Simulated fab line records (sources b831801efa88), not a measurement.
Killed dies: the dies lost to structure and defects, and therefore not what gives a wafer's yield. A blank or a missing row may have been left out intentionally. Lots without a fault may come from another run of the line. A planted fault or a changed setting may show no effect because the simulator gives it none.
One fault through the eyes of 2 desks    flow gf180mcu    numbers are kept per desk, each desk with only its own; the story behind them comes last

THE TOOL OWNER'S DESK: pvd-sputter-03
The tool's own readings at GF_V5_SPUTTER_21 (material Ti, target thk 15 nm, time 80.02 s): means of the sampled wafers that have a number, for each lot that ran on this tool. Any lot whose mean is over 4 standard deviations away from the usual mean is out of limits and marked OUT; that distance is given in the brackets.
Columns: A = cathode-dc-power-W at GF_V5_SPUTTER_21, usual 2500.0 W; B = throttle-valve-pct at GF_V5_SPUTTER_21, usual 30.3 %
lot   first seen here  A       B
L879  day 28 10:42     2499.5  30.7
L889  day 31 10:55     2499.4  29.4
L890  day 31 22:56     2500.1  30.7
This desk found nothing out of limits on any of the 3 lots.

AT THE METROLOGY DESK
What the gauges read, lot by lot, whatever tool the lot ran on: means of the sampled wafers that have a number. Any lot whose mean is over 4 standard deviations away from the usual mean is out of limits and marked OUT; that distance is given in the brackets.
Columns: A = cd-nm at GF_V5_CD_MEAS_14, usual 260.0 nm; B = V5_OVL at GF_V5_OVL_MEAS_15, usual 3 nm
lot   first seen here  A      B
L879  day 28 09:52     260.2  4
L880  day 28 20:05     260.6  -1
L889  day 31 10:04     261.2  12
L890  day 31 22:04     258.5  10
L893  day 32 12:47     261.9  4
L898  day 33 13:44     259.5  0
This desk found nothing out of limits on any of the 6 lots.

TAKEN TOGETHER
The desk of the tool owner found nothing out of limits.
At the metrology desk, nothing out of limits was observed.

WHAT WAS PUT IN BY THE SIMULATOR
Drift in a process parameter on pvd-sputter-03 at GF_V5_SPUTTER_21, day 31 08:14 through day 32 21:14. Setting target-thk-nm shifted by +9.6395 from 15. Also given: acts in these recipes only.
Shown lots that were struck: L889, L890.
